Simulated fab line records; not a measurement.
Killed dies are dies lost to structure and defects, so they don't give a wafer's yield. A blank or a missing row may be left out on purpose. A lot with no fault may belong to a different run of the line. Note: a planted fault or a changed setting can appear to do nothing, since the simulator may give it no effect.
Chamber matching :: flow sky130 :: 4 sister chambers for SKY_CONTACT_CMP_04 on cmp-01
The step polishes SiO2. 4 wafers are shown with their chamber, then 8 later ones without.

## WAFERS WITH THEIR CHAMBER
wafer: L448.5
chamber: 2
motorCurrentA (A): 13.2

wafer: L450.3
chamber: 0
motorCurrentA (A): 10.5

wafer: L450.6
chamber: 3
motorCurrentA (A): 11.7

wafer: L461.1
chamber: 1
motorCurrentA (A): 12.2

## WAFERS WITH NO CHAMBER GIVEN
wafer: L461.4
motorCurrentA (A): 10.9

wafer: L461.6
motorCurrentA (A): 12.0

wafer: L462.2
motorCurrentA (A): 13.7

wafer: L462.4
motorCurrentA (A): 10.8

wafer: L462.5
motorCurrentA (A): 12.2

wafer: L463.4
motorCurrentA (A): 11.1

wafer: L463.5
motorCurrentA (A): 12.9

wafer: L463.6
motorCurrentA (A): 11.1

## EACH ONE'S CHAMBER
wafer: L461.4
from the rows above: can't be placed: 0 or 3
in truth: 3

wafer: L461.6
from the rows above: can't be placed: 1 or 3
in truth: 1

wafer: L462.2
from the rows above: 2
in truth: 2

wafer: L462.4
from the rows above: can't be placed: 0 or 3
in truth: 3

wafer: L462.5
from the rows above: can't be placed: 1 or 3
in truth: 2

wafer: L463.4
from the rows above: can't be placed: 0 or 3 or 1
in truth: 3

wafer: L463.5
from the rows above: can't be placed: 2 or 1
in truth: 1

wafer: L463.6
from the rows above: can't be placed: 0 or 3 or 1
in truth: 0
Placed correctly: 1 of 8. From these rows, 7 cannot be placed; in 6 the true chamber is one of the candidates. Wrongly placed: 0.
How it was worked out, from the rows above alone: a wafer's distance from a chamber is the root of the sum, over the readings, of the square of ((its reading less the chamber's mean) divided by the reading's scatter). The wafer belongs to the nearest chamber; if the next one is less than 2 further off, it can't be placed. The mean given for a chamber averages the wafers shown for that chamber. The scatter: with one shown wafer a chamber, the root of the mean of the squares of how far each hidden wafer lies from its nearest shown one.
